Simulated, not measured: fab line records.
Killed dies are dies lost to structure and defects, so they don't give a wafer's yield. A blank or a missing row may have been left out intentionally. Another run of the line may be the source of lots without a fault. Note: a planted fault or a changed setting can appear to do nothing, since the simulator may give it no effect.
Comparing a struck lot with a sound one ; flow gf180mcu ; 21 steps out of a route of 602
Sound: wafers L917.3, L917.4, L917.6. Struck: wafer L908.1 (L908.2, L908.4, from the same lot, were not struck and are left out); the cause is given at the end.
Order at every step that has rows: each side's tool, ch and its chambers, its first start. Under that, the readings that differ: sound wafers ; struck wafers ; difference of the means ; sigmas: that difference in standard deviations of wafers without a fault.
alike: same words and numbers on both sides, and readings whose means sit less than 2 such deviations apart. not compared: any withheld reading, any reading some wafer has no value for, any bound like >300 that may hide the same value, and any number with overlapping values for which the record gives no deviation.
The two part at a step that has a row with sigmas, a row that says differs or no value, or rows on one side only. When numbers do not overlap yet have no deviation, they are printed without sigmas and do not part them. A reading missing from all wafers of one side parts the sides only when that side holds two or more wafers.

first, 2 steps without rows for these wafers: GF_M2_CLEAN_19 (cleans in DIW); GF_V2_CVD_00 (deposits SiO2, target thk 600 nm, time 100 s).
GF_V2_THK_MEAS_01:
  sound on filmMetro-04, day 25 06:13; struck on filmMetro-03, day 21 22:59
  alike: V2_CVD_00_THK
GF_V2_CVD_02: deposits SiO2 from TEOS, target thk 850 nm, time 94.851 s.
  sound on pecvd-01 ch 0,2, day 25 06:15; struck on pecvd-03 ch 0, day 21 23:03
  alike: heaterPowerW
GF_V2_THK_MEAS_03:
  sound on filmMetro-02, day 25 06:20; struck on filmMetro-02, day 21 23:10
  alike: V2_CVD_02_THK
GF_V2_CMP_04: polishes SiO2.
  sound on cmp-01 ch 0,1,2, day 25 06:26; struck on cmp-02 ch 0, day 21 23:13
reading;sound;struck;difference;sigmas
slurryFilterDpKPa (kPa);13.47 13.59 13.48;13.80;+0.29;+2
  alike: motorCurrentA, timeToEndpointS
GF_V2_BOW_MEAS_05:
  sound on filmMetro-04, day 25 06:43; struck on filmMetro-02, day 21 23:31
  alike: V2_BOW
then, 5 steps without rows for these wafers: GF_V2_DEHYDRATE_06 (time 60 s); GF_V2_HMDS_07 (prime time 60 s); GF_V2_COAT_08; GF_V2_COAT_09 (resist thk 1000 nm); GF_V2_SOFTBAKE_10 (time 60 s).
GF_V2_EXPOSE_11: exposes mask Via2, target cd 260 nm.
  sound on krfScanner-01 ch 0, day 25 16:58; struck on krfScanner-01 ch 0, day 22 11:20
  alike: mask
then, 2 steps without rows for these wafers: GF_V2_PEB_12 (peb time 90 s); GF_V2_DEVELOP_13 (develop time 60 s).
GF_V2_CD_MEAS_14: the cd target is 260 nm.
  sound on cdSem-02, day 26 03:20; struck on cdSem-01, day 22 21:59
reading;sound;struck;difference;sigmas
cdNm (nm);263.2 262.7 262.4;273.4;+10.6;+8
GF_V2_OVL_MEAS_15:
  sound on overlay-02, day 26 03:26; struck on overlay-01, day 22 22:07
  alike: V2_OVL
GF_V2_ETCH_16: etches BARC in N2/H2.
  sound on rieDiel-04 ch 1,3, day 26 03:29; struck on rieDiel-03 ch 1, day 22 22:08
reading;sound;struck;difference;sigmas
model.V2.cdNm (nm);263.2 263.8 262.3;272.6;+9.5;
  alike: biasW, drypumpMotorCurrentA, oesProductAu, throttleValvePct
GF_V2_ETCH_17: etches SiO2 in C4F8/O2/Ar, stops on TiN, target depth 630 nm.
  sound on rieDiel-04 ch 1,3; struck on rieDiel-03 ch 1
reading;sound;struck;difference;sigmas
model.V2.cdNm (nm);263 263.9 262.8;272.7;+9.5;
  alike: biasW, oesProductAu
GF_V2_STRIP_18: strips in O2/N2.
  sound on plasmaAsher-02 ch 0,1, day 26 03:41; struck on plasmaAsher-01 ch 0, day 22 22:16
reading;sound;struck;difference;sigmas
heaterPowerW (W);340 346 347;272;-72;-3
rfHoursCounterH (h);- - -;90;no value on the sound wafers;
  alike: drypumpMotorCurrentA, oesProductAu
-- the record jumps here: 8 days lie between the struck wafers' starts before and after (it left off in module V2 and takes up again in module PASSIVATION, whose first step shown is number 602 of the route) --
GF_PASSIVATION_PROBE_99:
  rows exist in the record for the struck wafers here (prober-01, day 31 01:08), but not for the sound ones

WHERE THEY PART
At GF_V2_CMP_04 first; at GF_PASSIVATION_PROBE_99 last (within this record only).

WHY: what had been put in by the simulator
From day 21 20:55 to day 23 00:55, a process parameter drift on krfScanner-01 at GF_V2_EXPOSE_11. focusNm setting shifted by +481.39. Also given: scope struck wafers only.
